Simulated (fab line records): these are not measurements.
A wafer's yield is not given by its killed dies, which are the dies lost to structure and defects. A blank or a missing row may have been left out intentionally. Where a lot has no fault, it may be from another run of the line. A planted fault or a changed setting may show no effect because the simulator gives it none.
8D (eight disciplines) problem report, filled in by code + flow sfqLine + the parts of the form that need people (team, actions taken, sign-off) are left out

## 1. THE PROBLEM
Mean of oesProductAu at SFQ_TRILAYER_M2_BARC_OPEN_METAL_ETCH_077: 0.779 a.u. across 3 wafers in 3 lots; on wafers with no fault it is 0.685 a.u. (standard deviation 0.0051). That is +18 standard deviations from the usual mean.
The step: etches BARC in O2, target depth 125 nm, time 41.7 s.
Seen first at day 34 09:55 on rieMetal-02, wafer L953.3. Wafers with a number at this step in the record: 19, from 7 lots. Rule for "out" (also "out of limits"): further than 4 standard deviations from the usual mean. The other wafers with a number count as sound.

## 2. WHAT THIS IS AND IS NOT
| question                    | is                       | is not                                                                               |
|-----------------------------|--------------------------|--------------------------------------------------------------------------------------|
| which readings at this step | oesProductAu, runLengthS | drypumpMotorCurrentA                                                                 |
| which lots                  | L953, L954, L956         | L947, L950, L965, L966                                                               |
| which wafers of those lots  | L953.3, L954.2, L956.3   | L953.1, L953.4, L954.6, L956.6                                                       |
| read on which tools         | rieMetal-02              | rieMetal-01, rieMetal-04                                                             |
| when                        | from day 34 09:55        | up to then (8 sound wafers); but 8 sound wafers of L954, L956, L965, L966 came after |

## 3. SUSPECTS, AND WHAT RULES EACH OUT
Counting: any tool at a process step up to the reading remains a suspect provided it ran every lot that is out. Sound lots after the first of them don't rule it out here, since some wafers of a struck lot are sound.
- rieMetal-02 at SFQ_TRILAYER_M2_BARC_OPEN_METAL_ETCH_077 (etches BARC in O2, target depth 125 nm, time 41.7 s): kept. Every lot that is out went through it, the first being L953 (day 34 09:55); the last sound lot it ran before that was L950 (day 33 11:11). On those wafers its own readings are out: oesProductAu, runLengthS.
Left after counting: rieMetal-02 at SFQ_TRILAYER_M2_BARC_OPEN_METAL_ETCH_077.

## 4. THE CAUSE (what the simulator had put in)
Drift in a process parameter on rieMetal-02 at SFQ_TRILAYER_M2_BARC_OPEN_METAL_ETCH_077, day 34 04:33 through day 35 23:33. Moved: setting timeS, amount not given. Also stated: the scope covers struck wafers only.
Counting left only this tool.

## 5. SEQUENCE OF EFFECTS, ordered by route
One row per reading whose mean, taken over the struck wafers that have a number, lies over 3 standard deviations from the usual. Readings are gone through only where the record gives a usual standard deviation; hours: the median, over the lots, of the time from a lot's start at the first step in this table giving one to that lot's start at this step; sigmas: the change measured in usual standard deviations.
| hours | step                                     | reading      | usual      | on struck wafers | change | sigmas |
|-------|------------------------------------------|--------------|------------|------------------|--------|--------|
| 0     | SFQ_TRILAYER_M2_BARC_OPEN_METAL_ETCH_077 | oesProductAu | 0.685 a.u. | 0.779            | +0.094 | +18    |
| 0     | SFQ_TRILAYER_M2_BARC_OPEN_METAL_ETCH_077 | runLengthS   | 70.0 s     | 63.7             | -6.3   | -14    |
It contains these process steps:
- SFQ_TRILAYER_M2_BARC_OPEN_METAL_ETCH_077: etches BARC in O2, target depth 125 nm, time 41.7 s.

## 6. HOW IT WOULD HAVE BEEN CAUGHT EARLIER
5 hours passed between the start of the fault at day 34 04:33 and the first reading out of limits in this record, taken at day 34 09:55.
